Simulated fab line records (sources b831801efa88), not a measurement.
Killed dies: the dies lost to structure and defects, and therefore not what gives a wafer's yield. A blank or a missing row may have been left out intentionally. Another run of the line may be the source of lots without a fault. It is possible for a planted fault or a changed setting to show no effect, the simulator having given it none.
fab line records -- flow gf180mcu
record: lots: 24, wafers: 72, last-day: 34
route steps=602 shown V1@336 V2@397 V4@478 PASSIVATION@587
lots that met no fault: taken from a fault-free run of the same line
start-h: the number of hours between the record's first day and the start of the first shown wafer of the lot -- wait-h: hours from the lot's prior step to this one -- " repeats the value in the row above -- L1.1+2: a single row standing in for several wafers -- - no value, or no start was given -- * or withheld: withheld -- < > ~ a bound
route shown NAME@n: names a module that has steps shown in the file, with the first one's number in the route -- usual: average and standard deviation across the fault-free wafers -- same: alike in all rows -- chamber/n: place in a boat -- sites: each site's reading -- _std_site: the standard deviation of these -- _edge_site: outer sites' mean less inner sites' -- radius-mm: how far each site lies from the wafer's centre -- mask NAME#n: copy n -- behind: the last tool/chamber to shape the wafer -- hold: the reason the lot was held/the length of the hold in hours/how it ended -- device: names the non-switching transistor (n, p or np) -- end of line: at the end of the route, the tests of the same wafers -- a step given without rows: its recipe and nothing more -- killed: the dies lost at the first sort to structure and to defects; this is not the yield of the wafer -- map: shows each die of a wafer: x if killed, . if not, _ if none is there
set.NAME: the setting the step ran with; set.NAME@STEP: the setting that earlier step ran with -- model.NAME: the simulator's own value behind a step, which no gauge read
the route's steps for a sample of lots (tables are steps, rows are wafers)
services: when a tool's chamber went out of use (start-h, in hours from the record's first day, below 0 if earlier), for how many hours, and the reason
== steps ==
step: GF_V1_THK_MEAS_01
recipe: reads: SiO2_of_V1_CVD_00
usual: V1_CVD_00_THK: 600/6.6
lot.wafer,tool,chamber,start-h,wait-h,V1_CVD_00_THK[nm]
L074.2,film-metro-04,-,389.45,0.0,589
L074.5,film-metro-04,-,389.45,0.0,590
L074.6,film-metro-04,-,389.45,0.0,607
L075.3,film-metro-03,-,410.40,0.1,607
L075.4,film-metro-03,-,410.40,0.1,607
L075.6,film-metro-03,-,410.40,0.1,609
L076.1,film-metro-04,-,411.81,0.0,603
L076.3,film-metro-04,-,411.81,0.0,600
L076.6,film-metro-04,-,411.81,0.0,596
L077.1,film-metro-03,-,416.36,0.0,597
L077.2,film-metro-03,-,416.36,0.0,601
L077.3,film-metro-03,-,416.36,0.0,601
L078.1,film-metro-03,-,432.73,0.0,606
L078.2,film-metro-03,-,432.73,0.0,584
L078.3,film-metro-03,-,432.73,0.0,594
L079.1,film-metro-04,-,444.59,0.0,584
L079.2,film-metro-04,-,444.59,0.0,594
L079.3,film-metro-04,-,444.59,0.0,602
L081.2,film-metro-01,-,455.90,0.0,599
L081.3,film-metro-01,-,455.90,0.0,598
L081.4,film-metro-01,-,455.90,0.0,601
L080.3,film-metro-01,-,456.18,0.1,603
L080.4,film-metro-01,-,456.18,0.1,602
L080.6,film-metro-01,-,456.18,0.1,606
L082.1,film-metro-04,-,464.70,0.0,595
L082.3,film-metro-04,-,464.70,0.0,600
L082.4,film-metro-04,-,464.70,0.0,592
L083.2,film-metro-04,-,473.94,0.0,597
L083.3,film-metro-04,-,473.94,0.0,596
L083.5,film-metro-04,-,473.94,0.0,592
L084.1,film-metro-01,-,480.56,0.0,591
L084.2,film-metro-01,-,480.56,0.0,597
L084.3,film-metro-01,-,480.56,0.0,601
L085.3,film-metro-01,-,487.68,0.1,596
L085.4,film-metro-01,-,487.68,0.1,605
L085.6,film-metro-01,-,487.68,0.1,601
L086.1,film-metro-03,-,494.94,0.0,608
L086.4,film-metro-03,-,494.94,0.0,597
L086.5,film-metro-03,-,494.94,0.0,602
L087.3,film-metro-04,-,503.24,0.1,588
L087.4,film-metro-04,-,503.24,0.1,592
L087.6,film-metro-04,-,503.24,0.1,593
L088.3,film-metro-01,-,515.79,0.1,587
L088.5,film-metro-01,-,515.79,0.1,595
L088.6,film-metro-01,-,515.79,0.1,597
L089.1,film-metro-04,-,518.97,0.0,608
L089.2,film-metro-04,-,518.97,0.0,603
L089.4,film-metro-04,-,518.97,0.0,611
L090.1,film-metro-03,-,529.04,0.0,597
L090.3,film-metro-03,-,529.04,0.0,599
L090.4,film-metro-03,-,529.04,0.0,594
L091.1,film-metro-03,-,539.32,0.0,606
L091.3,film-metro-03,-,539.32,0.0,597
L091.6,film-metro-03,-,539.32,0.0,599
L092.3,film-metro-03,-,542.44,0.1,605
L092.5,film-metro-03,-,542.44,0.1,608
L092.6,film-metro-03,-,542.44,0.1,601
L093.1,film-metro-04,-,548.16,0.0,601
L093.5,film-metro-04,-,548.16,0.0,608
L093.6,film-metro-04,-,548.16,0.0,599
L094.1,film-metro-01,-,558.01,0.1,603
L094.3,film-metro-01,-,558.01,0.1,600
L094.4,film-metro-01,-,558.01,0.1,606
L095.1,film-metro-03,-,568.08,0.0,607
L095.3,film-metro-03,-,568.08,0.0,606
L095.5,film-metro-03,-,568.08,0.0,614
L096.1,film-metro-03,-,571.07,0.0,604
L096.2,film-metro-03,-,571.07,0.0,607
L096.4,film-metro-03,-,571.07,0.0,613
L097.3,film-metro-04,-,574.92,0.1,604
L097.5,film-metro-04,-,574.92,0.1,602
L097.6,film-metro-04,-,574.92,0.1,604
step: GF_V2_OVL_MEAS_15
usual: V2_OVL: 1/5.5
lot.wafer,tool,chamber,start-h,wait-h,V2_OVL[nm]
L074.2,overlay-02,-,465.40,0.1,5
L074.5,overlay-02,-,465.40,0.1,1
L074.6,overlay-02,-,465.40,0.1,0
L075.3,overlay-01,-,486.45,0.1,7
L075.4,overlay-01,-,486.45,0.1,2
L075.6,overlay-01,-,486.45,0.1,3
L076.1,overlay-01,-,487.57,0.1,3
L076.3,overlay-01,-,487.57,0.1,2
L076.6,overlay-01,-,487.57,0.1,8
L077.1,overlay-01,-,492.57,0.1,11
L077.2,overlay-01,-,492.57,0.1,7
L077.3,overlay-01,-,492.57,0.1,13
L078.1,overlay-02,-,508.59,0.1,-10
L078.2,overlay-02,-,508.59,0.1,-5
L078.3,overlay-02,-,508.59,0.1,-7
L079.1,overlay-02,-,519.64,0.1,-2
L079.2,overlay-02,-,519.64,0.1,-5
L079.3,overlay-02,-,519.64,0.1,-2
L081.2,overlay-02,-,530.49,0.1,4
L081.3,overlay-02,-,530.49,0.1,3
L081.4,overlay-02,-,530.49,0.1,8
L080.3,overlay-02,-,531.60,0.1,-7
L080.4,overlay-02,-,531.60,0.1,-3
L080.6,overlay-02,-,531.60,0.1,4
L082.1,overlay-02,-,539.44,0.1,-4
L082.3,overlay-02,-,539.44,0.1,-5
L082.4,overlay-02,-,539.44,0.1,0
L083.2,overlay-02,-,547.24,0.1,2
L083.3,overlay-02,-,547.24,0.1,4
L083.5,overlay-02,-,547.24,0.1,10
L084.1,overlay-02,-,553.62,0.1,5
L084.2,overlay-02,-,553.62,0.1,6
L084.3,overlay-02,-,553.62,0.1,6
L085.3,overlay-02,-,558.70,0.1,-10
L085.4,overlay-02,-,558.70,0.1,-6
L085.6,overlay-02,-,558.70,0.1,-6
L086.1,overlay-02,-,566.74,0.1,-3
L086.4,overlay-02,-,566.74,0.1,0
L086.5,overlay-02,-,566.74,0.1,-8
L087.3,overlay-02,-,572.80,0.1,2
L087.4,overlay-02,-,572.80,0.1,2
L087.6,overlay-02,-,572.80,0.1,-2
L088.3,overlay-01,-,584.68,0.1,1
L088.5,overlay-01,-,584.68,0.1,11
L088.6,overlay-01,-,584.68,0.1,1
L089.1,overlay-02,-,588.74,0.1,-1
L089.2,overlay-02,-,588.74,0.1,-6
L089.4,overlay-02,-,588.74,0.1,0
L090.1,overlay-01,-,597.99,0.1,4
L090.3,overlay-01,-,597.99,0.1,7
L090.4,overlay-01,-,597.99,0.1,-1
L091.1,overlay-01,-,606.62,0.1,8
L091.3,overlay-01,-,606.62,0.1,8
L091.6,overlay-01,-,606.62,0.1,5
L092.3,overlay-02,-,609.73,0.1,2
L092.5,overlay-02,-,609.73,0.1,0
L092.6,overlay-02,-,609.73,0.1,2
L093.1,overlay-01,-,614.57,0.1,3
L093.5,overlay-01,-,614.57,0.1,-7
L093.6,overlay-01,-,614.57,0.1,-2
L094.1,overlay-02,-,623.84,0.1,1
L094.3,overlay-02,-,623.84,0.1,-5
L094.4,overlay-02,-,623.84,0.1,-2
L095.1,overlay-02,-,633.59,0.1,4
L095.3,overlay-02,-,633.59,0.1,0
L095.5,overlay-02,-,633.59,0.1,4
L096.1,overlay-02,-,636.34,0.1,5
L096.2,overlay-02,-,636.34,0.1,6
L096.4,overlay-02,-,636.34,0.1,10
L097.3,overlay-02,-,640.90,0.1,-3
L097.5,overlay-02,-,640.90,0.1,4
L097.6,overlay-02,-,640.90,0.1,-5
step: GF_V2_CVD_23
recipe: material: W, target-thk-nm: 350, time-s: 104.94, temp-c: 400, pressure-torr: 40
usual: heater-power-w: 834/92
lot.wafer,tool,chamber,start-h,wait-h,heater-power-w
L074.2,cvd-w-02,1,466.19,0.0,688
L074.5,cvd-w-02,1,466.19,0.0,675
L074.6,cvd-w-02,0,466.19,0.0,815
L075.3,cvd-w-02,1,487.28,0.1,692
L075.4,cvd-w-02,0,487.28,0.1,823
L075.6,cvd-w-02,0,487.28,0.1,812
L076.1,cvd-w-01,1,488.38,0.0,924
L076.3,cvd-w-01,0,488.38,0.0,865
L076.6,cvd-w-01,1,488.38,0.0,916
L077.1,cvd-w-01,1,493.43,0.0,933
L077.2,cvd-w-01,0,493.43,0.0,874
L077.3,cvd-w-01,1,493.43,0.0,968
L078.1,cvd-w-01,1,509.40,0.0,942
L078.2,cvd-w-01,0,509.40,0.0,875
L078.3,cvd-w-01,0,509.40,0.0,865
L079.1,cvd-w-02,1,520.45,0.0,711
L079.2,cvd-w-02,0,520.45,0.0,817
L079.3,cvd-w-02,0,520.45,0.0,807
L081.2,cvd-w-02,0,531.38,0.0,805
L081.3,cvd-w-02,0,531.38,0.0,804
L081.4,cvd-w-02,1,531.38,0.0,696
L080.3,cvd-w-01,0,532.42,0.1,869
L080.4,cvd-w-01,1,532.42,0.1,951
L080.6,cvd-w-01,1,532.42,0.1,925
L082.1,cvd-w-01,1,540.24,0.0,936
L082.3,cvd-w-01,0,540.24,0.0,861
L082.4,cvd-w-01,1,540.24,0.0,960
L083.2,cvd-w-01,0,548.04,0.0,846
L083.3,cvd-w-01,1,548.04,0.0,929
L083.5,cvd-w-01,1,548.04,0.0,931
L084.1,cvd-w-02,1,554.42,0.0,719
L084.2,cvd-w-02,0,554.42,0.0,818
L084.3,cvd-w-02,0,554.42,0.0,821
L085.3,cvd-w-02,1,559.52,0.1,693
L085.4,cvd-w-02,0,559.52,0.1,824
L085.6,cvd-w-02,0,559.52,0.1,806
L086.1,cvd-w-02,1,567.54,0.0,697
L086.4,cvd-w-02,1,567.54,0.0,692
L086.5,cvd-w-02,0,567.54,0.0,806
L087.3,cvd-w-01,1,573.63,0.1,942
L087.4,cvd-w-01,0,573.63,0.1,859
L087.6,cvd-w-01,0,573.63,0.1,863
L088.3,cvd-w-02,0,585.57,0.1,815
L088.5,cvd-w-02,1,585.57,0.1,710
L088.6,cvd-w-02,0,585.57,0.1,816
L089.1,cvd-w-02,1,589.54,0.0,699
L089.2,cvd-w-02,0,589.54,0.0,806
L089.4,cvd-w-02,0,589.54,0.0,817
L090.1,cvd-w-01,1,598.79,0.0,951
L090.3,cvd-w-01,0,598.79,0.0,860
L090.4,cvd-w-01,1,598.79,0.0,949
L091.1,cvd-w-02,0,607.42,0.0,831
L091.3,cvd-w-02,0,607.42,0.0,814
L091.6,cvd-w-02,0,607.42,0.0,790
L092.3,cvd-w-01,0,610.59,0.1,878
L092.5,cvd-w-01,1,610.59,0.1,952
L092.6,cvd-w-01,0,610.59,0.1,880
L093.1,cvd-w-01,1,615.38,0.0,940
L093.5,cvd-w-01,0,615.38,0.0,895
L093.6,cvd-w-01,1,615.38,0.0,988
L094.1,cvd-w-01,1,624.64,0.0,951
L094.3,cvd-w-01,0,624.64,0.0,865
L094.4,cvd-w-01,1,624.64,0.0,966
L095.1,cvd-w-01,0,634.42,0.0,883
L095.3,cvd-w-01,0,634.42,0.0,876
L095.5,cvd-w-01,0,634.42,0.0,877
L096.1,cvd-w-02,0,637.14,0.0,825
L096.2,cvd-w-02,1,637.14,0.0,699
L096.4,cvd-w-02,1,637.14,0.0,717
L097.3,cvd-w-02,1,641.72,0.1,699
L097.5,cvd-w-02,0,641.72,0.1,829
L097.6,cvd-w-02,1,641.72,0.1,691
step: GF_V4_CVD_02
recipe: material: SiO2, target-thk-nm: 850, precursor: TEOS, temp-c: 400, time-s: 94.851, rf-w: 600
usual: heater-power-w: 727/99
lot.wafer,tool,chamber,start-h,wait-h,heater-power-w
L074.2,pecvd-04,0,541.19,0.0,628
L074.5,pecvd-04,2,541.19,0.0,740
L074.6,pecvd-04,1,541.19,0.0,662
L075.3,pecvd-02,0,560.40,0.0,843
L075.4,pecvd-02,1,560.40,0.0,825
L075.6,pecvd-02,2,560.40,0.0,765
L076.1,pecvd-03,1,562.15,0.1,840
L076.3,pecvd-03,0,562.15,0.1,702
L076.6,pecvd-03,1,562.15,0.1,706
L077.1,pecvd-03,2,566.00,0.1,627
L077.2,pecvd-03,0,566.00,0.1,630
L077.3,pecvd-03,1,566.00,0.1,810
L078.1,pecvd-03,2,582.48,0.1,621
L078.2,pecvd-03,0,582.48,0.1,690
L078.3,pecvd-03,1,582.48,0.1,825
L079.1,pecvd-02,1,591.48,0.1,708
L079.2,pecvd-02,0,591.48,0.1,778
L079.3,pecvd-02,2,591.48,0.1,701
L081.2,pecvd-04,2,600.43,0.0,759
L081.3,pecvd-04,0,600.43,0.0,648
L081.4,pecvd-04,2,600.43,0.0,606
L080.3,pecvd-04,0,601.85,0.0,610
L080.4,pecvd-04,1,601.85,0.0,614
L080.6,pecvd-04,0,601.85,0.0,651
L082.1,pecvd-03,1,608.85,0.1,833
L082.3,pecvd-03,2,608.85,0.1,615
L082.4,pecvd-03,2,608.85,0.1,656
L083.2,pecvd-03,0,615.97,0.0,699
L083.3,pecvd-03,1,615.97,0.0,700
L083.5,pecvd-03,0,615.97,0.0,746
L084.1,pecvd-03,1,622.15,0.1,821
L084.2,pecvd-03,2,622.15,0.1,631
L084.3,pecvd-03,0,622.15,0.1,641
L085.3,pecvd-04,0,626.85,0.0,644
L085.4,pecvd-04,0,626.85,0.0,512
L085.6,pecvd-04,2,626.85,0.0,706
L086.1,pecvd-02,0,635.46,0.1,960
L086.4,pecvd-02,1,635.46,0.1,782
L086.5,pecvd-02,0,635.46,0.1,767
L087.3,pecvd-02,0,640.31,0.0,785
L087.4,pecvd-02,2,640.31,0.0,655
L087.6,pecvd-02,1,640.31,0.0,846
L088.3,pecvd-02,1,652.42,0.0,739
L088.5,pecvd-02,0,652.42,0.0,925
L088.6,pecvd-02,1,652.42,0.0,795
L089.1,pecvd-04,0,654.73,0.1,616
L089.2,pecvd-04,2,654.73,0.1,666
L089.4,pecvd-04,1,654.73,0.1,655
L090.1,pecvd-03,1,664.66,0.1,792
L090.3,pecvd-03,2,664.66,0.1,658
L090.4,pecvd-03,0,664.66,0.1,747
L091.1,pecvd-02,1,672.74,0.1,846
L091.3,pecvd-02,0,672.74,0.1,787
L091.6,pecvd-02,1,672.74,0.1,794
L092.3,pecvd-02,1,675.06,0.1,842
L092.5,pecvd-02,1,675.06,0.1,698
L092.6,pecvd-02,0,675.06,0.1,947
L093.1,pecvd-02,0,680.69,0.1,816
L093.5,pecvd-02,1,680.69,0.1,785
L093.6,pecvd-02,0,680.69,0.1,877
L094.1,pecvd-04,1,689.68,0.1,569
L094.3,pecvd-04,0,689.68,0.1,661
L094.4,pecvd-04,0,689.68,0.1,514
L095.1,pecvd-02,0,696.49,0.1,938
L095.3,pecvd-02,2,696.49,0.1,613
L095.5,pecvd-02,1,696.49,0.1,774
L096.1,pecvd-02,0,699.71,0.1,935
L096.2,pecvd-02,1,699.71,0.1,801
L096.4,pecvd-02,2,699.71,0.1,706
L097.3,pecvd-03,1,704.15,0.0,740
L097.5,pecvd-03,0,704.15,0.0,610
L097.6,pecvd-03,2,704.15,0.0,676
step: GF_V4_SPUTTER_22
recipe: material: TiN, target-thk-nm: 10, chamber-pressure-pa: 5, power-w: 4000, time-s: 40
usual: chamber-pressure-pa: 5.000/0.0098, throttle-valve-pct: 29.9/0.99
lot.wafer,tool,chamber,start-h,wait-h,chamber-pressure-pa,throttle-valve-pct
L074.2,pvd-sputter-03,-,564.23,0.0,4.972,29.1
L074.5,pvd-sputter-03,-,564.23,0.0,5.005,30.9
L074.6,pvd-sputter-03,-,564.23,0.0,4.989,29.1
L075.3,pvd-sputter-02,-,583.13,0.0,5.009,30.3
L075.4,pvd-sputter-02,-,583.13,0.0,4.994,29.3
L075.6,pvd-sputter-02,-,583.13,0.0,4.992,30.6
L076.1,pvd-sputter-04,-,585.05,0.0,5.004,29.3
L076.3,pvd-sputter-04,-,585.05,0.0,5.001,29.7
L076.6,pvd-sputter-04,-,585.05,0.0,4.984,31.3
L077.1,pvd-sputter-03,-,588.36,0.0,4.986,29.1
L077.2,pvd-sputter-03,-,588.36,0.0,4.996,30.9
L077.3,pvd-sputter-03,-,588.36,0.0,4.982,29.0
L078.1,pvd-sputter-02,-,604.60,0.0,5.007,29.4
L078.2,pvd-sputter-02,-,604.60,0.0,5.009,30.4
L078.3,pvd-sputter-02,-,604.60,0.0,5.010,30.2
L079.1,pvd-sputter-04,-,613.82,0.0,4.989,31.9
L079.2,pvd-sputter-04,-,613.82,0.0,4.986,29.3
L079.3,pvd-sputter-04,-,613.82,0.0,5.005,29.5
L081.2,pvd-sputter-02,-,622.55,0.0,4.994,30.5
L081.3,pvd-sputter-02,-,622.55,0.0,4.982,29.3
L081.4,pvd-sputter-02,-,622.55,0.0,5.023,29.2
L080.3,pvd-sputter-04,-,623.65,0.0,4.995,31.8
L080.4,pvd-sputter-04,-,623.65,0.0,5.010,29.8
L080.6,pvd-sputter-04,-,623.65,0.0,5.012,31.0
L082.1,pvd-sputter-02,-,630.96,0.0,5.001,30.2
L082.3,pvd-sputter-02,-,630.96,0.0,4.998,30.3
L082.4,pvd-sputter-02,-,630.96,0.0,4.991,29.1
L083.2,pvd-sputter-02,-,637.80,0.0,5.008,29.0
L083.3,pvd-sputter-02,-,637.80,0.0,5.005,29.8
L083.5,pvd-sputter-02,-,637.80,0.0,5.010,28.8
L084.1,pvd-sputter-04,-,643.73,0.0,4.993,32.2
L084.2,pvd-sputter-04,-,643.73,0.0,4.997,31.3
L084.3,pvd-sputter-04,-,643.73,0.0,5.001,30.0
L085.3,pvd-sputter-02,-,647.90,0.0,5.017,30.2
L085.4,pvd-sputter-02,-,647.90,0.0,5.014,29.3
L085.6,pvd-sputter-02,-,647.90,0.0,5.011,30.3
L086.1,pvd-sputter-02,-,657.12,0.0,5.010,30.1
L086.4,pvd-sputter-02,-,657.12,0.0,5.013,30.0
L086.5,pvd-sputter-02,-,657.12,0.0,4.990,29.0
L087.3,pvd-sputter-03,-,661.08,0.0,5.007,28.9
L087.4,pvd-sputter-03,-,661.08,0.0,5.001,30.7
L087.6,pvd-sputter-03,-,661.08,0.0,5.004,29.4
L088.3,pvd-sputter-03,-,672.65,0.0,4.998,28.6
L088.5,pvd-sputter-03,-,672.65,0.0,5.003,31.1
L088.6,pvd-sputter-03,-,672.65,0.0,5.006,29.1
L089.1,pvd-sputter-04,-,676.19,0.0,4.999,29.6
L089.2,pvd-sputter-04,-,676.19,0.0,5.001,31.3
L089.4,pvd-sputter-04,-,676.19,0.0,5.005,29.3
L090.1,pvd-sputter-03,-,686.03,0.0,5.002,28.8
L090.3,pvd-sputter-03,-,686.03,0.0,4.993,28.7
L090.4,pvd-sputter-03,-,686.03,0.0,4.998,29.5
L091.1,pvd-sputter-02,-,693.93,0.0,4.999,29.0
L091.3,pvd-sputter-02,-,693.93,0.0,5.011,29.8
L091.6,pvd-sputter-02,-,693.93,0.0,4.988,29.6
L092.3,pvd-sputter-03,-,695.45,0.0,5.008,29.4
L092.5,pvd-sputter-03,-,695.45,0.0,4.994,28.9
L092.6,pvd-sputter-03,-,695.45,0.0,4.985,28.6
L093.1,pvd-sputter-03,-,700.91,0.0,4.990,28.8
L093.5,pvd-sputter-03,-,700.91,0.0,5.002,28.8
L093.6,pvd-sputter-03,-,700.91,0.0,4.994,28.9
L094.1,pvd-sputter-04,-,709.79,0.0,4.992,31.2
L094.3,pvd-sputter-04,-,709.79,0.0,4.996,31.8
L094.4,pvd-sputter-04,-,709.79,0.0,4.997,29.1
L095.1,pvd-sputter-04,-,715.63,0.0,4.994,31.9
L095.3,pvd-sputter-04,-,715.63,0.0,5.016,31.4
L095.5,pvd-sputter-04,-,715.63,0.0,4.989,29.6
L096.1,pvd-sputter-02,-,719.45,0.0,4.987,30.3
L096.2,pvd-sputter-02,-,719.45,0.0,4.991,29.2
L096.4,pvd-sputter-02,-,719.45,0.0,5.014,30.0
L097.3,pvd-sputter-04,-,723.66,0.0,4.996,32.1
L097.5,pvd-sputter-04,-,723.66,0.0,5.015,32.2
L097.6,pvd-sputter-04,-,723.66,0.0,5.019,30.1
step: GF_PASSIVATION_CVD_00
recipe: material: SiO2, target-thk-nm: 1000, precursor: TEOS, temp-c: 400, time-s: 111.95, rf-w: 600
usual: heater-power-w: 704/100
lot.wafer,tool,chamber,start-h,wait-h,heater-power-w
L074.2,pecvd-01,1,652.65,0.0,638
L074.5,pecvd-01,0,652.65,0.0,681
L074.6,pecvd-01,1,652.65,0.0,677
L075.3,pecvd-03,0,670.22,0.0,736
L075.4,pecvd-03,1,670.22,0.0,824
L075.6,pecvd-03,2,670.22,0.0,689
L076.1,pecvd-02,0,671.12,0.0,932
L076.3,pecvd-02,0,671.12,0.0,958
L076.6,pecvd-02,0,671.12,0.0,777
L077.1,pecvd-02,0,674.13,0.0,812
L077.2,pecvd-02,1,674.13,0.0,821
L077.3,pecvd-02,1,674.13,0.0,856
L078.1,pecvd-01,0,688.31,0.0,690
L078.2,pecvd-01,2,688.31,0.0,719
L078.3,pecvd-01,1,688.31,0.0,675
L079.1,pecvd-01,0,696.68,0.0,655
L079.2,pecvd-01,2,696.68,0.0,665
L079.3,pecvd-01,1,696.68,0.0,641
L081.2,pecvd-01,2,705.64,0.0,657
L081.3,pecvd-01,0,705.64,0.0,640
L081.4,pecvd-01,2,705.64,0.0,686
L080.3,pecvd-03,1,705.77,0.0,695
L080.4,pecvd-03,1,705.77,0.0,785
L080.6,pecvd-03,2,705.77,0.0,545
L082.1,pecvd-03,0,712.40,0.0,725
L082.3,pecvd-03,1,712.40,0.0,757
L082.4,pecvd-03,1,712.40,0.0,796
L083.2,pecvd-03,2,718.54,0.0,666
L083.3,pecvd-03,0,718.54,0.0,622
L083.5,pecvd-03,1,718.54,0.0,813
L084.1,pecvd-01,1,724.75,0.0,670
L084.2,pecvd-01,2,724.75,0.0,716
L084.3,pecvd-01,0,724.75,0.0,626
L085.3,pecvd-01,0,728.54,0.0,593
L085.4,pecvd-01,2,728.54,0.0,565
L085.6,pecvd-01,1,728.54,0.0,660
L086.1,pecvd-02,1,736.46,0.0,779
L086.4,pecvd-02,2,736.46,0.0,598
L086.5,pecvd-02,0,736.46,0.0,958
L087.3,pecvd-02,1,740.78,0.0,781
L087.4,pecvd-02,2,740.78,0.0,742
L087.6,pecvd-02,1,740.78,0.0,822
L088.3,pecvd-03,2,749.80,0.0,681
L088.5,pecvd-03,0,749.80,0.0,764
L088.6,pecvd-03,2,749.80,0.0,552
L089.1,pecvd-03,0,752.45,0.0,703
L089.2,pecvd-03,1,752.45,0.0,707
L089.4,pecvd-03,1,752.45,0.0,789
L090.1,pecvd-02,1,762.16,0.0,817
L090.3,pecvd-02,0,762.16,0.0,950
L090.4,pecvd-02,1,762.16,0.0,870
L091.1,pecvd-01,0,768.13,0.0,685
L091.3,pecvd-01,2,768.13,0.0,694
L091.6,pecvd-01,2,768.13,0.0,565
L092.3,pecvd-01,1,769.80,0.0,637
L092.5,pecvd-01,2,769.80,0.0,652
L092.6,pecvd-01,1,769.80,0.0,679
L093.1,pecvd-02,0,774.23,0.0,878
L093.5,pecvd-02,0,774.23,0.0,936
L093.6,pecvd-02,2,774.23,0.0,585
L094.1,pecvd-01,0,783.47,0.0,638
L094.3,pecvd-01,2,783.47,0.0,608
L094.4,pecvd-01,0,783.47,0.0,685
L095.1,pecvd-03,1,787.34,0.0,861
L095.3,pecvd-03,2,787.34,0.0,638
L095.5,pecvd-03,2,787.34,0.0,685
L096.1,pecvd-03,1,790.68,0.0,835
L096.2,pecvd-03,2,790.68,0.0,625
L096.4,pecvd-03,2,790.68,0.0,670
L097.3,pecvd-01,2,795.48,0.0,653
L097.5,pecvd-01,1,795.48,0.0,557
L097.6,pecvd-01,2,795.48,0.0,704
== services ==
tool,chamber,start-h,hours,kind
pecvd-01,0,449.98,19.5,repair
pecvd-03,-,450.92,1.2,repair
cvd-w-01,-,457.24,6.0,pm
pecvd-02,1,459.09,12.7,repair
pecvd-03,-,468.19,0.7,repair
pecvd-01,-,488.37,1.3,repair
pvd-sputter-02,-,511.00,6.4,repair
pecvd-01,2,513.18,6.6,repair
cvd-w-01,-,529.10,2.8,pm
cvd-w-02,0,546.67,2.4,repair
pecvd-02,-,572.57,2.8,pm
pecvd-03,-,591.12,14.0,pm
pecvd-02,0,624.33,6.1,repair
cvd-w-02,1,664.30,5.2,repair
cvd-w-01,-,690.09,24.2,repair
cvd-w-01,-,714.31,6.9,pm
pecvd-02,1,718.85,5.0,repair
pecvd-03,0,722.65,12.6,repair
cvd-w-02,0,725.65,7.9,repair
pecvd-01,-,761.81,0.4,repair
pecvd-01,-,780.29,1.2,repair
pvd-sputter-02,-,782.20,6.6,repair
pecvd-02,-,786.23,14.6,pm
cvd-w-02,-,788.73,2.8,pm
== key ==
fault none
